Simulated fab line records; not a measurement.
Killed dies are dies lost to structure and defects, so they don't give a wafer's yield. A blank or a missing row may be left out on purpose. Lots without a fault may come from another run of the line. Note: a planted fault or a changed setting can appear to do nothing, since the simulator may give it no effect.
The tool behind it: which one? | flow sky130 | 7 lots with 21 wafers sampled at 2 steps, on a route of 708 steps

WHAT EACH GAUGE READ, for each wafer
SKY_VIA3_THK_MEAS_01.
lot  | measured     | on           | VIA3_HDPCVD_THK (nm)
L965 | day 39 10:01 | filmMetro-03 | 1641 1645 1610
L967 | day 41 05:40 | filmMetro-03 | 1627 1619 1653
L970 | day 42 02:00 | filmMetro-04 | 1632 1602 1626
L972 | day 42 06:12 | filmMetro-03 | 1630 1593 1597
L977 | day 43 16:59 | filmMetro-03 | 1622 1611 1297
L980 | day 44 03:08 | filmMetro-02 | 1647 1651 1665
L985 | day 45 05:41 | filmMetro-02 | 1684 1639 1672

WHAT TOOL EACH LOT RAN ON (gives the tool, then ch and the chambers of the sampled wafers, and finally the start)
lot  | SKY_VIA3_HDPCVD_00
L965 | hdpcvd-01 ch 0,1, day 39 09:50
L967 | hdpcvd-02 ch 0,1,2, day 41 05:29
L970 | hdpcvd-01 ch 0,2, day 42 01:49
L972 | hdpcvd-01 ch 0,2, day 42 06:01
L977 | hdpcvd-01 ch 1,2, day 43 16:47
L980 | hdpcvd-02 ch 0,1,2, day 44 02:58
L985 | hdpcvd-02 ch 0,1, day 45 05:31
- SKY_VIA3_HDPCVD_00: deposits SiO2, target thk 1635 nm, time 272.5 s.

THE ANSWER, worked out from the rows above alone
Rule: the usual values come from the lots themselves. The widest of any qualifying gaps counts: lots, ordered by their means at a reading, are off when they make up no more than a third of the lots, leave a main group of 4 or more, and stand apart from it by 3 or more times the standard deviation of that group's means. A main group whose means are all the same, to the digits that the tables above print for the reading, isn't used. Also off: a lot with no number at a reading for which 4 or more lots have one. Any other lot the step has rows for is counted as sound.
Off: L977, at SKY_VIA3_THK_MEAS_01 (VIA3_HDPCVD_THK). Mean 1635 nm and standard deviation 20 in the main group.
A tool fits if, at a process step before that reading, it ran every lot that is off, and no sound lot after the first of them. Those tools and the gauges at SKY_VIA3_THK_MEAS_01 are tried in the same way. Undecided on this evidence; 2 tools fit (hdpcvd-01 at SKY_VIA3_HDPCVD_00, filmMetro-03 at SKY_VIA3_THK_MEAS_01).

WHAT THE SIMULATOR HAD PUT IN
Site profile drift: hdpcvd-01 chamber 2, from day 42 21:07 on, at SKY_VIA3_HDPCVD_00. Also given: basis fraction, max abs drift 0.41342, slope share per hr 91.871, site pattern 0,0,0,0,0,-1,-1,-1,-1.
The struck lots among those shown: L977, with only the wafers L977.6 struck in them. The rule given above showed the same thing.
